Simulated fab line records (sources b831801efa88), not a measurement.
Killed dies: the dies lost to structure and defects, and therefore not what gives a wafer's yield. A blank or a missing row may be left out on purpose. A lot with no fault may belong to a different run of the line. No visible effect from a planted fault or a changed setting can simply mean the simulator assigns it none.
The tool behind it: which one? | flow sky130 | at 1 step of a route of 708, 11 lots with 31 wafers sampled

== WHAT THE GAUGES READ, wafer by wafer ==
SKY_LDD_HVN_TW_MEAS_10.
lot  | measured     | on            | LDD_HVN_TW
L605 | day 21 03:39 | film_metro-02 | 1432 1426 1428
L606 | day 21 10:31 | film_metro-03 | 1447 1444 1439
L608 | day 22 08:43 | film_metro-03 | 1437 1433 1439
L609 | day 22 10:21 | film_metro-04 | 1431 1428 1432
L614 | day 24 11:36 | film_metro-02 | 1437 1439 1445
L615 | day 24 20:58 | film_metro-02 | 1444 1444 1442
L616 | day 25 05:24 | film_metro-02 | 1437 1439 1437
L617 | day 25 16:32 | film_metro-03 | 1426 1430
L618 | day 26 00:34 | film_metro-04 | 1431 1422 1422
L619 | day 26 02:41 | film_metro-03 | 1432 1430
L626 | day 28 13:37 | film_metro-03 | 1431 1431 1434

== EACH LOT AND THE TOOL THAT RAN IT (in order: tool; ch and the chambers of the sampled wafers; start) ==
The record shows no process step preceding these readings.

== THE ANSWER, worked out from the rows above alone ==
Rule: the usual values come from the lots themselves. The widest of any qualifying gaps counts: lots, ordered by their means at a reading, are off when they make up no more than a third of the lots, leave a main group of 4 or more, and stand apart from it by 3 or more times the standard deviation of that group's means. Not used: any main group whose means are identical at the precision the tables above print for the reading. A lot without any number at a reading at which 4 lots or more have one is off too. All remaining lots with rows at the step are treated as sound.
Nothing can be told from this: no lot is off at any reading shown.

== WHAT THE SIMULATOR PUT IN ==
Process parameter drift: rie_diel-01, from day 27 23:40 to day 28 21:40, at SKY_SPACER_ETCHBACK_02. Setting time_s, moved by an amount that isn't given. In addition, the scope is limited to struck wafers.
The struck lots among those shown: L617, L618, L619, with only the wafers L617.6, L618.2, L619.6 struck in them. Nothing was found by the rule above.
